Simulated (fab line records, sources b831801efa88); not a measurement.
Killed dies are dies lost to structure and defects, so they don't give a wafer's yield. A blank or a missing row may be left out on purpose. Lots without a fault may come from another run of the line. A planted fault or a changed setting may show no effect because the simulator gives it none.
Which tool did it? | flow sky130 | 11 lots, 33 wafers sampled, at 1 step of a route of 708

WHAT THE GAUGES READ, wafer by wafer
SKY_VIA3_OVL_MEAS_13.
lot  | measured     | on         | VIA3_OVL (nm)
L975 | day 39 06:05 | overlay-01 | 11 9 20
L977 | day 40 13:08 | overlay-02 | 15 4 2
L979 | day 40 19:20 | overlay-02 | 7 4 10
L980 | day 41 04:47 | overlay-01 | 8 7 8
L981 | day 41 15:20 | overlay-01 | 3 9 5
L982 | day 41 21:08 | overlay-02 | 10 -1 8
L987 | day 42 23:35 | overlay-02 | 10 2 4
L986 | day 43 01:05 | overlay-02 | 6 -2 2
L990 | day 44 04:20 | overlay-02 | 4 0 6
L995 | day 45 18:29 | overlay-01 | 5 7 3
L998 | day 46 04:36 | overlay-02 | 5 -2 -9

WHICH TOOL RAN EACH LOT (tool, then ch and the chambers of the sampled wafers, then the start)
The record holds no process step before these readings.

THE ANSWER, worked out from the rows above alone
Rule: what is usual is taken from the lots themselves. Put in order of their means at a reading, lots are off if they are a third of the lots or fewer, leave a main group of 4 or more, and stand apart from it by a gap of 3 or more times the standard deviation of the main group's means; of several such gaps the widest counts. A main group whose means are all the same, to the digits that the tables above print for the reading, isn't used. A lot without any number at a reading at which 4 lots or more have one is off too. The other lots that the step has rows for count as sound.
No lot is off at any reading shown: from this, nothing can be told.

WHAT THE SIMULATOR HAD PUT IN
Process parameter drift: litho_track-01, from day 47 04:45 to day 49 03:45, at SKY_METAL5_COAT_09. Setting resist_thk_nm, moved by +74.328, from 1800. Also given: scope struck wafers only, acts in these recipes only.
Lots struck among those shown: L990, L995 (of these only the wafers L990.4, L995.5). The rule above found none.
